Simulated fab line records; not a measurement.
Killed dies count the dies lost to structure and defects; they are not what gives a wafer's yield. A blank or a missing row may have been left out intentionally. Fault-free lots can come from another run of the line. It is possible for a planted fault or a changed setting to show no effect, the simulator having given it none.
Comparing a struck lot with a sound one / flow gf180mcu / 18 steps out of a route of 602
Sound: the wafers L131.1, L131.2, L131.4. Wafers L133.1, L133.2, L133.4 were the ones struck. Last of all comes the cause.
Per side, at each step with rows, come the tool, then ch with its chambers, and then its first start. Under that, the readings that differ: sound wafers / struck wafers / difference of the means / sigmas: that difference in standard deviations of wafers without a fault.
alike: a reading whose means differ by less than 2 such deviations, as well as words and numbers matching on both sides. not compared: withheld readings; readings where some wafer has no value; bounds like >300 that might hide an equal value; numbers whose values overlap and for which the record gives no deviation.
The two part at a step that has a row with sigmas, a row that says differs or no value, or rows on one side only. Numbers that don't overlap but have no deviation are shown without sigmas and don't part them. A reading missing from all wafers of one side parts the sides only when that side holds two or more wafers.

first, 3 steps without rows for these wafers: GF_V2_EXPOSE_11 (exposes mask Via2, target cd 260 nm); GF_V2_PEB_12 (peb time 90 s); GF_V2_DEVELOP_13 (develop time 60 s).
GF_V2_CD_MEAS_14: the cd target is 260 nm.
  sound: cd sem-01 at day 22 23:10; struck: cd sem-02 at day 22 21:55
reading=cd nm (nm); sound=262.2 261.9 261.7; struck=258.8 259.0 259.7; difference=-2.8; sigmas=-2
GF_V2_OVL_MEAS_15:
  sound: overlay-02 at day 22 23:17; struck: overlay-01 at day 22 22:02
  alike: V2_OVL
GF_V2_ETCH_16: etches BARC in N2/H2.
  sound on rie diel-03 ch 2,3, day 22 23:19; struck on rie diel-01 ch 1,2,3, day 22 22:04
  alike: drypump motor current A, n2 flow sccm, oes product au, throttle valve pct
GF_V2_ETCH_17: etches SiO2 in C4F8/O2/Ar, stops on TiN, target depth 630 nm.
  sound on rie diel-03 ch 2,3; struck on rie diel-01 ch 1,2,3
  alike: oes product au
GF_V2_STRIP_18: strips in O2/N2.
  sound on plasma asher-04 ch 0,1, day 22 23:27; struck on plasma asher-03 ch 0,1, day 22 22:12
  alike: drypump motor current A, heater power w, n2 flow sccm, oes product au
  not compared: rf hours counter h
then, 2 steps without rows for these wafers: GF_V2_STRIP_19 (strips in post etch residue remover, time 1200 s); GF_V2_CLEAN_20 (cleans in DIW).
GF_V2_SPUTTER_21: material Ti, target thk 15 nm, time 80.02 s.
  sound: pvd sputter-01 at day 23 00:04; struck: pvd sputter-04 at day 22 22:44
  alike: throttle valve pct
then, 1 step without rows for these wafers: GF_V2_SPUTTER_22 (material TiN, target thk 10 nm, time 40 s).
GF_V2_CVD_23: deposits W, target thk 350 nm, time 104.94 s.
  sound on cvd w-02 ch 0,1, day 23 00:10; struck on cvd w-01 ch 0,1, day 22 22:50
reading=model.W_of_V2_CVD_23.thk nm (nm); sound=351.4 357.7 351.2; struck=148.7 136.8 140.7; difference=-211.4; sigmas=
  alike: heater power outer w, heater power w
GF_V2_RS_MEAS_24: the measuring method here is four-point-probe.
  sound: film metro-04 at day 23 00:17; struck: film metro-04 at day 22 22:56
reading=V2_W_RS (ohm/sq); sound=0.326 0.321 0.327; struck=0.782 0.850 0.826; difference=+0.495; sigmas=+99 or more
GF_V2_THK_MEAS_25: measures by xrf.
  sound: film metro-04 at day 23 00:24; struck: film metro-04 at day 22 23:04
reading=V2_W_THK (nm); sound=336 342 336; struck=144 133 136; difference=-200; sigmas=-37
GF_V2_CMP_26: polishes, stops on SiO2, t overpolish 15 s, target thk 0 nm.
  sound on cmp-02 ch 0,1,3, day 23 00:28; struck on cmp-01 ch 1,2,3, day 22 23:07
reading=time to endpoint s (s); sound=84 91 86; struck=35 37 31; difference=-53; sigmas=-11
  alike: motor current A
GF_M3_SPUTTER_00: material Ti, target thk 37.5 nm, time 150 s.
  sound: pvd sputter-04 at day 23 00:46; struck: pvd sputter-03 at day 22 23:25
  alike: throttle valve pct
-- the record jumps here: 8 days lie between the struck wafers' starts before and after (it left off in module M3 and takes up again in module PASSIVATION, whose first step shown is number 602 of the route) --
GF_PASSIVATION_PROBE_99:
  rows exist in the record for the struck wafers here (prober-02, day 31 04:09), but not for the sound ones

WHERE THEY PART
At GF_V2_CD_MEAS_14 first; at GF_PASSIVATION_PROBE_99 last (within this record only).

WHY: whatever the simulator had introduced
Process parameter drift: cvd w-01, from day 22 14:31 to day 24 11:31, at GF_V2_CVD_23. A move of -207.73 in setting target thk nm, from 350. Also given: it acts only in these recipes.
